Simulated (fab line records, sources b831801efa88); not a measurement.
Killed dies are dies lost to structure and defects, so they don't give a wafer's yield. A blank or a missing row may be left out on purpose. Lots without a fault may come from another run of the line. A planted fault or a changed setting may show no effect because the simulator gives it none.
fab line records | flow sky130 | part 2 of 2: steps 28 to 35 of 35
record lots=5 wafers=15 last_day=48
route steps=708 shown CONTACT@423 METAL1@434
lots that met no fault: from a run of the same line without faults
start_h: hours from the record's first day to the start of the lot's first wafer shown | wait_h: hours since the lot's step before | " the same as in the row above | L1.1+2: a row that stands for several wafers | - no value, or no start given | * or withheld: withheld | < > ~ a bound
route shown NAME@n: a module of which the file shows steps, and the number in the route of the first | usual: mean/standard deviation of fault-free wafers | same: alike in all rows | chamber/n: place in a boat | sites: the reading at each site | _std_site: their standard deviation | _edge_site: outer sites' mean less inner sites' | radius_mm: how far each site lies from the wafer's centre | mask NAME#n: copy n | behind: the tool/chamber that last shaped the wafer | hold: why the lot was held/for how many hours/how that ended | device: the transistor (n, p or np) that didn't switch | end of line: the same wafers' tests at the end of the route | a step without rows: its recipe alone | killed: dies lost to structure and defects at the first sort, not the wafer's yield | map: a wafer's dies, x killed, . not, _ none there
set.NAME: the setting as run; set.NAME@STEP: as run at that earlier step | model.NAME: the simulator's own value behind a step, which no gauge read
lots at some steps of the route; a table a step, a row a wafer
services: from which hour (start_h, from the record's first day; less than 0 if before it) a tool's chamber was out of use, for how many hours, and why
## steps
# step SKY_METAL1_OVL_MEAS_16
# usual METAL1_OVL=-1/5.1
# columns lot.wafer tool chamber start_h wait_h METAL1_OVL[nm]
L077.1 overlay-02 - 775.54 0.1 -6
L077.5 " - " " -4
L077.6 " - " " 0
L080.2 overlay-02 - 807.39 0.1 2
L080.5 " - " " 2
L080.6 " - " " 0
L081.1 overlay-01 - 809.51 0.1 8
L081.4 " - " " 7
L081.5 " - " " 3
L082.4 overlay-01 - 822.83 0.1 3
L082.5 " - " " 4
L082.6 " - " " 6
L088.1 overlay-01 - 871.58 0.1 4
L088.2 " - " " 3
L088.3 " - " " 3
# step SKY_METAL1_DESCUM_17
# recipe chemistry=O2 source_power_w=150 bias_power_w=0 pressure_mtorr=10 temp_c=40 time_s=8
# usual drypump_motor_current_A=5.6/0.58 oes_product_au=1.006/0.012
# columns lot.wafer tool chamber start_h wait_h drypump_motor_current_A oes_product_au rf_hours_counter_h
L077.1 rie_metal-02 1 775.58 0.0 5.8 0.990 8
L077.5 " 0 " " 6.5 1.012 -
L077.6 " 1 " " 5.8 0.989 -
L080.2 rie_metal-03 0 807.42 0.0 5.1 0.989 1
L080.5 " 0 " " 5.1 0.996 -
L080.6 " 1 " " 6.1 1.005 -
L081.1 rie_metal-03 1 809.54 0.0 6.2 1.000 9
L081.4 " 1 " " 6.2 0.993 -
L081.5 " 1 " " 6.2 1.001 -
L082.4 rie_metal-02 1 822.85 0.0 5.8 0.995 -
L082.5 " 1 " " 5.8 1.002 -
L082.6 " 0 " " 6.5 1.008 -
L088.1 rie_metal-04 1 871.62 0.0 5.2 1.013 13
L088.2 " 0 " " 5.0 1.016 11
L088.3 " 0 " " 4.9 1.009 -
# step SKY_METAL1_ETCH_18
# recipe chemistry=N2/H2 target=BARC ion_energy_ev=200 bias_w=100 pressure_mtorr=30 n2_flow_sccm=100 h2_flow_sccm=200 icp_w=500 stop_on=SiO2 time_s=45.9 target_depth_a=600
# usual drypump_motor_current_A=5.6/0.58 oes_product_au=0.855/0.0047 throttle_valve_pct=13.226/0.0092
# columns lot.wafer tool chamber start_h wait_h drypump_motor_current_A oes_product_au rf_hours_counter_h throttle_valve_pct
L077.1 rie_metal-02 1 775.61 0.0 5.8 0.850 8 13.236
L077.5 " 0 " " 6.4 0.851 - 13.238
L077.6 " 1 " " 5.8 0.860 - 13.219
L080.2 rie_metal-03 0 807.45 0.0 5.1 0.851 1 13.229
L080.5 " 0 " " 5.1 0.852 - 13.234
L080.6 " 1 " " 6.2 0.855 - 13.216
L081.1 rie_metal-03 1 809.58 0.0 6.2 0.843 9 13.214
L081.4 " 1 " " 6.1 0.851 - 13.235
L081.5 " 1 " " 6.1 0.856 - 13.214
L082.4 rie_metal-02 1 822.90 0.0 5.8 0.851 - 13.225
L082.5 " 1 " " 5.8 0.857 - 13.235
L082.6 " 0 " " 6.5 0.852 - 13.225
L088.1 rie_metal-04 1 871.65 0.0 5.2 0.852 13 13.209
L088.2 " 0 " " 4.9 0.854 11 13.213
L088.3 " 0 " " 5.0 0.861 - 13.246
# step SKY_METAL1_METAL_ETCH_19
# recipe target_depth_a=3600 stop_on=SiO2 over_etch_frac=0.3 time_s=78 chemistry=Cl2/BCl3 resist_sidewall_deg=88 pressure_mtorr=10 icp_w=900 bias_w=48.5 Cl2_flow_sccm=60 bcl3_flow_sccm=30
# usual drypump_motor_current_A=5.6/0.58 oes_product_au=0.855/0.0062 throttle_valve_pct=22.263/0.0086
# columns lot.wafer tool chamber start_h wait_h drypump_motor_current_A oes_product_au rf_hours_counter_h throttle_valve_pct
L077.1 rie_metal-02 1 775.67 0.0 5.8 0.840 8 22.267
L077.5 " 0 " " 6.5 0.851 - 22.271
L077.6 " 1 " " 5.8 0.849 - 22.259
L080.2 rie_metal-03 0 807.51 0.0 5.1 0.855 1 22.279
L080.5 " 0 " " 5.1 0.846 - 22.255
L080.6 " 1 " " 6.2 0.855 - 22.274
L081.1 rie_metal-03 1 809.64 0.0 6.2 0.854 9 22.278
L081.4 " 1 " " 6.2 0.866 - 22.262
L081.5 " 1 " " 6.2 0.858 - 22.256
L082.4 rie_metal-02 1 822.97 0.1 5.8 0.861 - 22.262
L082.5 " 1 " " 5.8 0.853 - 22.269
L082.6 " 0 " " 6.5 0.856 - 22.279
L088.1 rie_metal-04 1 871.71 0.0 5.2 0.853 13 22.266
L088.2 " 0 " " 5.0 0.852 11 22.257
L088.3 " 0 " " 5.0 0.856 - 22.269
# step SKY_METAL1_STRIP_20
# recipe chemistry=O2/N2 power_w=1400 pressure_mtorr=1500 platen_temp_c=withheld o2_flow_sccm=3000 n2_flow_sccm=300 overash_fraction=0.5
# usual drypump_motor_current_A=5.9/0.38 oes_product_au=0.342/0.0053 strip_time_to_endpoint_s=2.67/0.055
# columns lot.wafer tool chamber start_h wait_h drypump_motor_current_A oes_product_au rf_hours_counter_h strip_time_to_endpoint_s
L077.1 plasma_asher-01 1 775.76 0.1 5.8 0.349 66 2.72
L077.5 " 1 " " 5.8 0.341 - 2.65
L077.6 " 0 " " 5.0 0.344 - 2.70
L080.2 plasma_asher-02 1 807.60 0.1 5.7 0.340 102 2.72
L080.5 " 0 " " 6.4 0.341 - 2.74
L080.6 " 1 " " 5.7 0.345 - 2.64
L081.1 plasma_asher-04 1 809.73 0.1 5.8 0.338 2 2.62
L081.4 " 0 " " 6.0 0.339 - 2.62
L081.5 " 1 " " 5.8 0.352 - 2.67
L082.4 plasma_asher-01 1 823.06 0.1 5.8 0.353 - 2.73
L082.5 " 1 " " 5.8 0.347 - 2.71
L082.6 " 0 " " 5.0 0.343 - 2.66
L088.1 plasma_asher-04 1 871.80 0.1 5.8 0.334 9 2.63
L088.2 " 0 " " 6.0 0.343 9 2.67
L088.3 " 0 " " 6.0 0.347 - 2.65
# step SKY_METAL1_STRIP_21
# recipe chemistry=post_etch_residue_remover time_s=1200 temp_c=72.5
# usual bath_heat_duty_pct=13.9/1.6
# columns lot.wafer tool chamber start_h wait_h bath_heat_duty_pct
L077.1 wet_bench-04 1 775.86 0.1 12.7
L077.5 " 1 " " 13.4
L077.6 " 1 " " 14.3
L080.2 wet_bench-04 0 807.70 0.1 14.0
L080.5 " 0 " " 12.5
L080.6 " 0 " " 14.5
L081.1 wet_bench-01 2 809.83 0.1 16.6
L081.4 " 2 " " 17.6
L081.5 " 2 " " 17.3
L082.4 wet_bench-04 3 823.13 0.0 13.7
L082.5 " 3 " " 14.4
L082.6 " 3 " " 15.4
L088.1 wet_bench-01 0 871.90 0.1 13.7
L088.2 " 0 " " 14.8
L088.3 " 0 " " 14.1
# step SKY_METAL1_CLEAN_22
# recipe chemistry=IPA time_s=180 temp_c=25
# usual bath_heat_duty_pct=6.0/0.67
# columns lot.wafer tool chamber start_h wait_h bath_heat_duty_pct
L077.1 wet_bench-04 1 776.20 0.0 5.9
L077.5 " 1 " " 5.9
L077.6 " 1 " " 6.0
L080.2 wet_bench-01 2 808.05 0.0 7.6
L080.5 " 2 " " 7.0
L080.6 " 2 " " 7.3
L081.1 wet_bench-04 0 810.20 0.0 7.1
L081.4 " 0 " " 5.5
L081.5 " 0 " " 6.1
L082.4 wet_bench-04 0 823.50 0.0 6.0
L082.5 " 0 " " 5.8
L082.6 " 0 " " 6.3
L088.1 wet_bench-02 1 872.25 0.0 5.9
L088.2 " 1 " " 5.6
L088.3 " 1 " " 4.9
# step SKY_METAL1_CLEAN_23
# recipe chemistry=O3/DIW dry=n2_spin
# columns lot.wafer tool chamber start_h wait_h
L077.1+5+6 wet_bench-01 1 776.26 0.0
L080.2+5+6 wet_bench-01 3 808.10 0.0
L081.1+4+5 wet_bench-02 0 810.26 0.0
L082.4+5+6 wet_bench-04 3 823.57 0.0
L088.1+2+3 wet_bench-01 0 872.30 0.0
## services
# columns tool chamber start_h hours kind
cmp-02 - 721.96 0.5 repair
krf_scanner-01 - 727.35 2.8 repair
rie_diel-02 3 730.41 7.5 repair
rie_metal-04 - 731.51 1.1 repair
plasma_asher-04 - 733.75 9.0 pm
plasma_asher-01 - 735.04 12.5 repair
cmp-02 - 744.20 4.0 pm
plasma_asher-04 - 747.99 0.4 repair
rie_metal-03 0 757.04 10.9 repair
krf_scanner-01 - 762.48 4.0 pm
plasma_asher-04 - 764.22 29.1 pm
rie_metal-03 - 768.05 2.8 pm
krf_scanner-01 - 778.93 1.0 pm
cmp-02 - 780.30 1.2 repair
plasma_asher-04 - 793.30 14.6 pm
cmp-02 - 800.65 1.4 repair
krf_scanner-01 - 801.94 0.5 repair
cmp-02 - 806.36 3.8 pm
pvd_sputter-02 - 807.03 6.9 repair
cmp-02 - 823.11 11.2 repair
rie_metal-04 1 827.84 1.5 repair
krf_scanner-01 - 828.87 0.8 pm
rie_metal-02 1 834.38 17.2 repair
pvd_sputter-04 - 847.50 3.9 repair
